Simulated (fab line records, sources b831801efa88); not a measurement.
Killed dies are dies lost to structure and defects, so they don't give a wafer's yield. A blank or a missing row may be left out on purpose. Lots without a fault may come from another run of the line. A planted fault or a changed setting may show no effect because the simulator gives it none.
fab line records | flow sky130 | part 1 of 2: steps 1 to 30 of 41
record lots=5 wafers=15 last_day=50
route steps=708 shown VT_ADJUST_LVTN@117 VT_ADJUST_NCORE@119 VT_ADJUST_HVTR@131 VT_ADJUST_PCH@143 SONOS_TUNNEL@154
lots that met no fault: from a run of the same line without faults
start_h: hours from the record's first day to the start of the lot's first wafer shown | wait_h: hours since the lot's step before | " the same as in the row above | L1.1+2: a row that stands for several wafers | - no value, or no start given | * or withheld: withheld | < > ~ a bound
route shown NAME@n: a module of which the file shows steps, and the number in the route of the first | usual: mean/standard deviation of fault-free wafers | same: alike in all rows | chamber/n: place in a boat | sites: the reading at each site | _std_site: their standard deviation | _edge_site: outer sites' mean less inner sites' | radius_mm: how far each site lies from the wafer's centre | mask NAME#n: copy n | behind: the tool/chamber that last shaped the wafer | hold: why the lot was held/for how many hours/how that ended | device: the transistor (n, p or np) that didn't switch | end of line: the same wafers' tests at the end of the route | a step without rows: its recipe alone | killed: dies lost to structure and defects at the first sort, not the wafer's yield | map: a wafer's dies, x killed, . not, _ none there
set.NAME: the setting as run; set.NAME@STEP: as run at that earlier step | model.NAME: the simulator's own value behind a step, which no gauge read
lots at some steps of the route; a table a step, a row a wafer
services: from which hour (start_h, from the record's first day; less than 0 if before it) a tool's chamber was out of use, for how many hours, and why
## steps
# step SKY_VT_ADJUST_LVTN_STRIP_20
# recipe chemistry=O2/N2 power_w=1400 pressure_mtorr=1500 platen_temp_c=withheld o2_flow_sccm=3000 n2_flow_sccm=300 overash_fraction=0.5
# usual drypump_motor_current_A=5.4/0.31 oes_product_au=0.716/0.0049 strip_time_to_endpoint_s=14.17/0.038
# columns lot.wafer tool chamber start_h wait_h drypump_motor_current_A oes_product_au rf_hours_counter_h strip_time_to_endpoint_s
L074.1 plasma_asher-02 1 168.05 0.1 5.8 0.718 5 14.15
L074.4 " 1 " " 5.8 0.719 - 14.17
L074.5 " 0 " " 5.5 0.716 - 14.18
L078.2 plasma_asher-04 0 193.64 0.1 5.1 0.714 32 14.18
L078.5 " 1 " " 5.3 0.717 - 14.20
L078.6 " 0 " " 5.1 0.715 - 14.19
L081.1 plasma_asher-04 1 208.05 0.1 5.3 0.706 34 14.14
L081.4 " 1 " " 5.3 0.726 - 14.14
L081.5 " 1 " " 5.3 0.712 - 14.18
L087.1 plasma_asher-02 0 251.40 0.1 5.6 0.714 13 14.17
L087.3 " 1 " " 5.7 0.723 - 14.19
L087.6 " 1 " " 5.7 0.717 - 14.23
L095.1 plasma_asher-02 1 304.75 0.1 5.8 0.715 18 14.15
L095.4 " 0 " " 5.5 0.713 - 14.18
L095.6 " 1 " " 5.8 0.718 - 14.13
# step SKY_VT_ADJUST_LVTN_TW_MEAS_21
# usual VT_ADJUST_LVTN_2_TW=184.9/0.85
# columns lot.wafer tool chamber start_h wait_h VT_ADJUST_LVTN_2_TW
L074.1 film_metro-03 - 168.15 0.1 185.5
L074.4 " - " " 186.0
L074.5 " - " " 184.1
L078.2 film_metro-01 - 193.75 0.1 184.1
L078.5 " - " " 183.8
L078.6 " - " " 184.1
L081.1 film_metro-01 - 208.15 0.1 185.0
L081.4 " - " " 184.4
L081.5 " - " " 184.1
L087.1 film_metro-01 - 251.50 0.1 186.2
L087.3 " - " " 185.8
L087.6 " - " " 186.1
L095.1 film_metro-03 - 304.85 0.1 184.7
L095.4 " - " " 185.6
L095.6 " - " " 184.2
# step SKY_VT_ADJUST_NCORE_DEHYDRATE_00
# recipe temp_c=200 time_s=60
# usual plate_temp_C=200.00/0.15
# columns lot.wafer tool chamber start_h wait_h plate_temp_C
L074.1 litho_track-04 0 178.05 9.9 199.77
L074.4 " 0 " " 199.84
L074.5 " 0 " " 199.57
L078.2 litho_track-02 0 204.09 10.3 199.94
L078.5 " 0 " " 200.01
L078.6 " 0 " " 200.07
L081.1 litho_track-04 0 218.30 10.1 199.94
L081.4 " 0 " " 199.89
L081.5 " 0 " " 200.09
L087.1 litho_track-02 0 262.51 11.0 200.02
L087.3 " 0 " " 199.77
L087.6 " 0 " " 199.80
L095.1 litho_track-02 0 317.31 12.5 200.20
L095.4 " 0 " " 200.01
L095.6 " 0 " " 199.97
# step SKY_VT_ADJUST_NCORE_HMDS_01
# recipe prime_time_s=60 prime_temp_c=120
# columns lot.wafer tool chamber start_h wait_h
L074.1+4+5 litho_track-04 0 178.20 0.1
L078.2+5+6 litho_track-02 0 204.24 0.1
L081.1+4+5 litho_track-04 0 218.45 0.1
L087.1+3+6 litho_track-02 0 262.66 0.1
L095.1+4+6 litho_track-02 0 317.46 0.1
# step SKY_VT_ADJUST_NCORE_COAT_02
# recipe resist=NOVOLAK spin_rpm=3000 resist_thk_nm=1140
# columns lot.wafer tool chamber start_h wait_h
L074.1+4+5 litho_track-04 0 178.35 0.1
L078.2+5+6 litho_track-02 0 204.39 0.1
L081.1+4+5 litho_track-04 0 218.60 0.1
L087.1+3+6 litho_track-02 0 262.81 0.1
L095.1+4+6 litho_track-02 0 317.61 0.1
# step SKY_VT_ADJUST_NCORE_SOFTBAKE_03
# recipe temp_c=90 time_s=60 resist=NOVOLAK
# usual plate_temp_C=89.99/0.14
# columns lot.wafer tool chamber start_h wait_h plate_temp_C
L074.1 litho_track-04 0 178.50 0.1 90.18
L074.4 " 0 " " 90.21
L074.5 " 0 " " 89.83
L078.2 litho_track-02 0 204.54 0.1 89.76
L078.5 " 0 " " 90.04
L078.6 " 0 " " 89.97
L081.1 litho_track-04 0 218.75 0.1 90.06
L081.4 " 0 " " 90.00
L081.5 " 0 " " 90.01
L087.1 litho_track-02 0 262.96 0.1 89.96
L087.3 " 0 " " 89.62
L087.6 " 0 " " 89.92
L095.1 litho_track-02 0 317.76 0.1 90.03
L095.4 " 0 " " 89.92
L095.6 " 0 " " 90.11
# step SKY_VT_ADJUST_NCORE_EXPOSE_04
# recipe mask_id=LVTN_COMPLEMENT_THIN na=0.6 source_shape=conventional sigma_outer=0.6 polarization=unpolarized target_cd_nm=380 dose_mj=139
# columns lot.wafer tool chamber start_h wait_h mask
L074.1+4+5 iline_stepper-02 0 - - LVTN_COMPLEMENT_THIN#0
L078.2+5+6 iline_stepper-01 0 - - LVTN_COMPLEMENT_THIN#0
L081.1+4+5 iline_stepper-02 0 - - LVTN_COMPLEMENT_THIN#0
L087.1+3+6 iline_stepper-02 0 - - LVTN_COMPLEMENT_THIN#0
L095.1+4+6 iline_stepper-02 0 - - LVTN_COMPLEMENT_THIN#0
# step SKY_VT_ADJUST_NCORE_PEB_05
# recipe temp_c=withheld time_s=* resist=NOVOLAK
# columns lot.wafer tool chamber start_h wait_h
L074.1+4+5 litho_track-02 0 - -
L078.2+5+6 litho_track-03 0 - -
L081.1+4+5 litho_track-03 0 - -
L087.1+3+6 litho_track-04 0 - -
L095.1+4+6 litho_track-03 0 - -
# step SKY_VT_ADJUST_NCORE_DEVELOP_06
# recipe resist=NOVOLAK developer=TMAH develop_time_s=60 dev_temp_c=23
# columns lot.wafer tool chamber start_h wait_h
L074.1+4+5 litho_track-02 0 188.31 0.1
L078.2+5+6 litho_track-03 0 214.75 0.1
L081.1+4+5 litho_track-03 0 229.77 0.1
L087.1+3+6 litho_track-04 0 275.05 0.1
L095.1+4+6 litho_track-03 0 330.82 0.1
# step SKY_VT_ADJUST_NCORE_CD_MEAS_07
# recipe target_cd_nm=380
# usual cd_nm=379.4/2.7
# columns lot.wafer tool chamber start_h wait_h cd_nm
L074.1 cd_sem-01 - 188.46 0.1 375.9
L074.4 " - " " 377.8
L074.5 " - " " 377.4
L078.2 cd_sem-01 - 214.89 0.1 376.0
L078.5 " - " " 376.1
L078.6 " - " " 377.1
L081.1 cd_sem-01 - 229.93 0.1 378.1
L081.4 " - " " 378.2
L081.5 " - " " 380.2
L087.1 cd_sem-01 - 275.20 0.1 383.6
L087.3 " - " " 379.8
L087.6 " - " " 382.6
L095.1 cd_sem-01 - 330.97 0.1 382.4
L095.4 " - " " 382.3
L095.6 " - " " 384.9
# step SKY_VT_ADJUST_NCORE_OVL_MEAS_08
# usual VT_ADJUST_NCORE_OVL=-0.7/1.4
# columns lot.wafer tool chamber start_h wait_h VT_ADJUST_NCORE_OVL[nm]
L074.1 overlay-02 - 188.58 0.1 -2.1
L074.4 " - " " 0.4
L074.5 " - " " -2.0
L078.2 overlay-01 - 215.00 0.1 0.3
L078.5 " - " " -0.3
L078.6 " - " " 0.1
L081.1 overlay-02 - 230.05 0.1 -0.7
L081.4 " - " " -2.2
L081.5 " - " " -2.1
L087.1 overlay-02 - 275.32 0.1 -3.6
L087.3 " - " " -2.5
L087.6 " - " " -3.7
L095.1 overlay-02 - 331.09 0.1 1.0
L095.4 " - " " 1.2
L095.6 " - " " 0.8
# step SKY_VT_ADJUST_NCORE_IMPLANT_09
# recipe species=B energy_kev=10 dose_cm2=2.4e+12 tilt_deg=withheld
# usual beam_on_s=9.99/0.21
# columns lot.wafer tool chamber start_h wait_h beam_on_s
L074.1 implanter-04 0 188.62 0.0 9.98
L074.4 " 0 " " 10.23
L074.5 " 0 " " 10.14
L078.2 implanter-04 0 215.05 0.0 9.87
L078.5 " 0 " " 10.27
L078.6 " 0 " " 9.99
L081.1 implanter-03 0 230.09 0.0 10.15
L081.4 " 0 " " 9.74
L081.5 " 0 " " 9.99
L087.1 implanter-02 0 275.36 0.0 9.75
L087.3 " 0 " " 9.96
L087.6 " 0 " " 9.82
L095.1 implanter-02 0 331.13 0.0 9.91
L095.4 " 0 " " 10.10
L095.6 " 0 " " 9.90
# step SKY_VT_ADJUST_NCORE_STRIP_10
# recipe chemistry=O2/N2 power_w=1400 pressure_mtorr=1500 platen_temp_c=withheld o2_flow_sccm=3000 n2_flow_sccm=300 overash_fraction=0.5
# usual drypump_motor_current_A=5.64/0.27 oes_product_au=0.716/0.0045 strip_time_to_endpoint_s=14.17/0.044
# columns lot.wafer tool chamber start_h wait_h drypump_motor_current_A oes_product_au rf_hours_counter_h strip_time_to_endpoint_s
L074.1 plasma_asher-02 0 188.77 0.1 5.56 0.712 7 14.15
L074.4 " 0 " " 5.56 0.720 - 14.12
L074.5 " 1 " " 5.77 0.717 - 14.15
L078.2 plasma_asher-03 0 215.18 0.1 5.98 0.715 54 14.24
L078.5 " 1 " " 5.86 0.717 - 14.23
L078.6 " 0 " " 5.99 0.712 - 14.25
L081.1 plasma_asher-02 1 230.24 0.1 5.74 0.718 11 14.14
L081.4 " 1 " " 5.76 0.723 - 14.14
L081.5 " 0 " " 5.57 0.717 - 14.19
L087.1 plasma_asher-02 1 275.51 0.1 5.75 0.707 15 14.20
L087.3 " 1 " " 5.74 0.719 - 14.23
L087.6 " 1 " " 5.72 0.715 - 14.20
L095.1 plasma_asher-02 1 331.28 0.1 5.75 0.716 21 14.13
L095.4 " 0 " " 5.57 0.714 - 14.13
L095.6 " 0 " " 5.55 0.720 - 14.20
# step SKY_VT_ADJUST_NCORE_TW_MEAS_11
# usual VT_ADJUST_NCORE_TW=218.0/2.2
# columns lot.wafer tool chamber start_h wait_h VT_ADJUST_NCORE_TW
L074.1 film_metro-02 - 188.87 0.1 219.4
L074.4 " - " " 218.6
L074.5 " - " " 219.3
L078.2 film_metro-03 - 215.29 0.1 216.4
L078.5 " - " " 215.8
L078.6 " - " " 217.0
L081.1 film_metro-02 - 230.34 0.1 219.8
L081.4 " - " " 220.6
L081.5 " - " " 219.5
L087.1 film_metro-03 - 275.61 0.1 213.6
L087.3 " - " " 214.7
L087.6 " - " " 214.1
L095.1 film_metro-03 - 331.38 0.1 217.1
L095.4 " - " " 216.5
L095.6 " - " " 216.8
# step SKY_VT_ADJUST_HVTR_DEHYDRATE_00
# recipe temp_c=200 time_s=60
# usual plate_temp_C=200.01/0.16
# columns lot.wafer tool chamber start_h wait_h plate_temp_C
L074.1 litho_track-03 0 199.17 10.3 200.03
L074.4 " 0 " " 199.98
L074.5 " 0 " " 200.06
L078.2 litho_track-01 0 225.94 10.6 199.86
L078.5 " 0 " " 200.14
L078.6 " 0 " " 200.16
L081.1 litho_track-03 0 241.12 10.8 199.96
L081.4 " 0 " " 200.04
L081.5 " 0 " " 199.78
L087.1 litho_track-02 0 287.41 11.8 200.04
L087.3 " 0 " " 199.97
L087.6 " 0 " " 200.14
L095.1 litho_track-03 0 344.37 13.0 199.95
L095.4 " 0 " " 200.00
L095.6 " 0 " " 200.04
# step SKY_VT_ADJUST_HVTR_HMDS_01
# recipe prime_time_s=60 prime_temp_c=120
# columns lot.wafer tool chamber start_h wait_h
L074.1+4+5 litho_track-03 0 199.32 0.1
L078.2+5+6 litho_track-01 0 226.09 0.1
L081.1+4+5 litho_track-03 0 241.27 0.1
L087.1+3+6 litho_track-02 0 287.56 0.1
L095.1+4+6 litho_track-03 0 344.52 0.1
# step SKY_VT_ADJUST_HVTR_COAT_02
# recipe resist=NOVOLAK spin_rpm=3000 resist_thk_nm=1140
# columns lot.wafer tool chamber start_h wait_h
L074.1+4+5 litho_track-03 0 199.47 0.1
L078.2+5+6 litho_track-01 0 226.24 0.1
L081.1+4+5 litho_track-03 0 241.42 0.1
L087.1+3+6 litho_track-02 0 287.71 0.1
L095.1+4+6 litho_track-03 0 344.67 0.1
# step SKY_VT_ADJUST_HVTR_SOFTBAKE_03
# recipe temp_c=90 time_s=60 resist=NOVOLAK
# usual plate_temp_C=90.01/0.11
# columns lot.wafer tool chamber start_h wait_h plate_temp_C
L074.1 litho_track-03 0 199.62 0.1 89.99
L074.4 " 0 " " 90.08
L074.5 " 0 " " 90.00
L078.2 litho_track-01 0 226.39 0.1 89.90
L078.5 " 0 " " 89.84
L078.6 " 0 " " 89.86
L081.1 litho_track-03 0 241.57 0.1 89.81
L081.4 " 0 " " 89.82
L081.5 " 0 " " 90.00
L087.1 litho_track-02 0 287.86 0.1 90.23
L087.3 " 0 " " 90.02
L087.6 " 0 " " 90.02
L095.1 litho_track-03 0 344.82 0.1 89.88
L095.4 " 0 " " 89.86
L095.6 " 0 " " 90.05
# step SKY_VT_ADJUST_HVTR_EXPOSE_04
# recipe mask_id=HVTRM target_cd_nm=380 na=0.6 source_shape=conventional sigma_outer=0.6 dose_mj=150
# columns lot.wafer tool chamber start_h wait_h mask
L074.1+4+5 iline_stepper-01 0 - - HVTRM#0
L078.2+5+6 iline_stepper-01 0 - - HVTRM#0
L081.1+4+5 iline_stepper-01 0 - - HVTRM#0
L087.1+3+6 iline_stepper-02 0 - - HVTRM#0
L095.1+4+6 iline_stepper-01 0 - - HVTRM#0
# step SKY_VT_ADJUST_HVTR_PEB_05
# recipe temp_c=withheld time_s=* resist=NOVOLAK
# columns lot.wafer tool chamber start_h wait_h
L074.1+4+5 litho_track-03 0 - -
L078.2+5+6 litho_track-03 0 - -
L081.1+4+5 litho_track-01 0 - -
L087.1+3+6 litho_track-03 0 - -
L095.1+4+6 litho_track-03 0 - -
# step SKY_VT_ADJUST_HVTR_DEVELOP_06
# recipe develop_time_s=60 dev_temp_c=23
# columns lot.wafer tool chamber start_h wait_h
L074.1+4+5 litho_track-03 0 209.72 0.1
L078.2+5+6 litho_track-03 0 237.25 0.1
L081.1+4+5 litho_track-01 0 253.12 0.1
L087.1+3+6 litho_track-03 0 300.17 0.1
L095.1+4+6 litho_track-03 0 358.42 0.1
# step SKY_VT_ADJUST_HVTR_CD_MEAS_07
# recipe target_cd_nm=380
# usual cd_nm=380.8/2.6
# columns lot.wafer tool chamber start_h wait_h cd_nm
L074.1 cd_sem-02 - 209.87 0.1 382.4
L074.4 " - " " 385.5
L074.5 " - " " 385.0
L078.2 cd_sem-01 - 237.39 0.1 379.5
L078.5 " - " " 375.9
L078.6 " - " " 377.4
L081.1 cd_sem-01 - 253.27 0.1 378.5
L081.4 " - " " 376.9
L081.5 " - " " 377.7
L087.1 cd_sem-01 - 300.32 0.1 384.4
L087.3 " - " " 383.9
L087.6 " - " " 384.6
L095.1 cd_sem-02 - 358.57 0.1 379.7
L095.4 " - " " 379.9
L095.6 " - " " 378.8
# step SKY_VT_ADJUST_HVTR_OVL_MEAS_08
# usual VT_ADJUST_HVTR_OVL=-0.9/1.3
# columns lot.wafer tool chamber start_h wait_h VT_ADJUST_HVTR_OVL[nm]
L074.1 overlay-01 - 209.99 0.1 -1.4
L074.4 " - " " -0.7
L074.5 " - " " -1.3
L078.2 overlay-02 - 237.50 0.1 -0.6
L078.5 " - " " -1.0
L078.6 " - " " -1.6
L081.1 overlay-02 - 253.39 0.1 -0.8
L081.4 " - " " -1.2
L081.5 " - " " -2.0
L087.1 overlay-02 - 300.44 0.1 1.1
L087.3 " - " " 0.6
L087.6 " - " " 1.3
L095.1 overlay-01 - 358.69 0.1 -0.7
L095.4 " - " " -0.1
L095.6 " - " " -0.2
# step SKY_VT_ADJUST_HVTR_IMPLANT_09
# recipe species=B energy_kev=10 dose_cm2=2.1e+12 tilt_deg=withheld
# usual beam_on_s=10.00/0.19
# columns lot.wafer tool chamber start_h wait_h beam_on_s
L074.1 implanter-04 0 210.03 0.0 9.97
L074.4 " 0 " " 9.84
L074.5 " 0 " " 10.06
L078.2 implanter-02 0 237.55 0.0 9.96
L078.5 " 0 " " 10.06
L078.6 " 0 " " 9.95
L081.1 implanter-04 0 253.43 0.0 9.59
L081.4 " 0 " " 9.74
L081.5 " 0 " " 10.13
L087.1 implanter-01 0 300.48 0.0 9.83
L087.3 " 0 " " 10.11
L087.6 " 0 " " 9.92
L095.1 implanter-02 0 358.73 0.0 10.52
L095.4 " 0 " " 10.29
L095.6 " 0 " " 9.86
# step SKY_VT_ADJUST_HVTR_STRIP_10
# recipe chemistry=O2/N2 power_w=1400 pressure_mtorr=1500 platen_temp_c=withheld o2_flow_sccm=3000 n2_flow_sccm=300 overash_fraction=0.5
# usual drypump_motor_current_A=5.5/0.39 oes_product_au=0.715/0.0046 strip_time_to_endpoint_s=14.17/0.037
# columns lot.wafer tool chamber start_h wait_h drypump_motor_current_A oes_product_au rf_hours_counter_h strip_time_to_endpoint_s
L074.1 plasma_asher-03 0 210.18 0.1 6.0 0.712 54 14.11
L074.4 " 0 " " 6.0 0.721 - 14.09
L074.5 " 1 " " 5.9 0.716 - 14.10
L078.2 plasma_asher-03 1 237.68 0.1 5.9 0.720 57 14.16
L078.5 " 0 " " 6.0 0.714 - 14.13
L078.6 " 1 " " 5.8 0.720 - 14.17
L081.1 plasma_asher-02 0 253.58 0.1 5.6 0.710 13 14.19
L081.4 " 0 " " 5.6 0.722 - 14.18
L081.5 " 1 " " 5.8 0.716 - 14.17
L087.1 plasma_asher-01 1 300.63 0.1 5.4 0.714 65 14.17
L087.3 " 1 " " 5.4 0.712 - 14.20
L087.6 " 0 " " 4.8 0.712 - 14.21
L095.1 plasma_asher-02 0 358.88 0.1 5.6 0.719 24 14.11
L095.4 " 1 " " 5.8 0.718 - 14.12
L095.6 " 0 " " 5.6 0.714 - 14.12
# step SKY_VT_ADJUST_HVTR_TW_MEAS_11
# usual VT_ADJUST_HVTR_TW=209.7/2.4
# columns lot.wafer tool chamber start_h wait_h VT_ADJUST_HVTR_TW
L074.1 film_metro-01 - 210.28 0.1 207.8
L074.4 " - " " 206.9
L074.5 " - " " 206.0
L078.2 film_metro-02 - 237.79 0.1 211.1
L078.5 " - " " 210.8
L078.6 " - " " 211.6
L081.1 film_metro-01 - 253.68 0.1 210.0
L081.4 " - " " 208.2
L081.5 " - " " 208.3
L087.1 film_metro-02 - 300.73 0.1 212.9
L087.3 " - " " 211.5
L087.6 " - " " 212.6
L095.1 film_metro-02 - 358.98 0.1 210.9
L095.4 " - " " 210.8
L095.6 " - " " 212.7
# step SKY_VT_ADJUST_PCH_DEHYDRATE_00
# recipe temp_c=200 time_s=60
# usual plate_temp_C=199.96/0.16
# columns lot.wafer tool chamber start_h wait_h plate_temp_C
L074.1 litho_track-04 0 220.45 10.2 199.92
L074.4 " 0 " " 199.90
L074.5 " 0 " " 200.14
L078.2 litho_track-03 0 248.40 10.6 199.80
L078.5 " 0 " " 199.89
L078.6 " 0 " " 200.10
L081.1 litho_track-04 0 264.90 11.2 200.26
L081.4 " 0 " " 199.95
L081.5 " 0 " " 200.16
L087.1 litho_track-01 0 313.52 12.8 200.06
L087.3 " 0 " " 200.30
L087.6 " 0 " " 200.26
L095.1 litho_track-03 0 372.12 13.1 199.87
L095.4 " 0 " " 199.93
L095.6 " 0 " " 199.83
# step SKY_VT_ADJUST_PCH_HMDS_01
# recipe prime_time_s=60 prime_temp_c=120
# columns lot.wafer tool chamber start_h wait_h
L074.1+4+5 litho_track-04 0 220.60 0.1
L078.2+5+6 litho_track-03 0 248.55 0.1
L081.1+4+5 litho_track-04 0 265.05 0.1
L087.1+3+6 litho_track-01 0 313.67 0.1
L095.1+4+6 litho_track-03 0 372.27 0.1
# step SKY_VT_ADJUST_PCH_COAT_02
# recipe spin_rpm=2000 resist_thk_nm=3000
# columns lot.wafer tool chamber start_h wait_h
L074.1+4+5 litho_track-04 0 220.75 0.1
L078.2+5+6 litho_track-03 0 248.70 0.1
L081.1+4+5 litho_track-04 0 265.20 0.1
L087.1+3+6 litho_track-01 0 313.82 0.1
L095.1+4+6 litho_track-03 0 372.42 0.1
# step SKY_VT_ADJUST_PCH_SOFTBAKE_03
# recipe temp_c=110 time_s=withheld
# usual plate_temp_C=110.03/0.13
# columns lot.wafer tool chamber start_h wait_h plate_temp_C
L074.1 litho_track-04 0 220.90 0.1 110.09
L074.4 " 0 " " 110.20
L074.5 " 0 " " 110.06
L078.2 litho_track-03 0 248.85 0.1 109.98
L078.5 " 0 " " 110.13
L078.6 " 0 " " 110.09
L081.1 litho_track-04 0 265.35 0.1 110.35
L081.4 " 0 " " 110.09
L081.5 " 0 " " 110.04
L087.1 litho_track-01 0 313.97 0.1 109.95
L087.3 " 0 " " 109.97
L087.6 " 0 " " 110.06
L095.1 litho_track-03 0 372.57 0.1 110.02
L095.4 " 0 " " 110.04
L095.6 " 0 " " 109.99
